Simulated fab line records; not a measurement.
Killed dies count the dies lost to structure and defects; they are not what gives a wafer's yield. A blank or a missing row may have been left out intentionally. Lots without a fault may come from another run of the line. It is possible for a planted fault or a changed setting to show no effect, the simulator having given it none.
Which tool did it?    flow gf180mcu    7 lots (21 wafers sampled), 1 step of a 602-step route

WHAT EACH GAUGE READ, for each wafer
GF_V4_THK_MEAS_25: measures by xrf.
lot   measured      on            V4_W_THK (nm)
L128  day 25 00:42  filmMetro-03  365 360 354
L132  day 26 11:13  filmMetro-04  345 345 347
L135  day 27 10:32  filmMetro-03  359 355 355
L137  day 27 17:37  filmMetro-04  365 364 361
L144  day 29 22:35  filmMetro-04  362 362 368
L146  day 30 07:11  filmMetro-03  372 371 370
L149  day 31 02:26  filmMetro-01  357 356 355

TOOL THAT RAN EACH LOT (tool first, then ch and the chambers of the sampled wafers, then the start)
Before these readings, the record contains no process step.

THE ANSWER, worked out from the rows above alone
Rule: usual is defined by the lots themselves. Put in order of their means at a reading, lots are off if they are a third of the lots or fewer, leave a main group of 4 or more, and stand apart from it by a gap of 3 or more times the standard deviation of the main group's means; of several such gaps the widest counts. A main group whose means are all the same, to the digits that the tables above print for the reading, isn't used. Also off: a lot with no number at a reading for which 4 or more lots have one. Where the step has rows for the other lots, those lots are counted as sound.
Nothing can be told from this: no lot is off at any reading shown.

WHAT WAS PUT IN BY THE SIMULATOR
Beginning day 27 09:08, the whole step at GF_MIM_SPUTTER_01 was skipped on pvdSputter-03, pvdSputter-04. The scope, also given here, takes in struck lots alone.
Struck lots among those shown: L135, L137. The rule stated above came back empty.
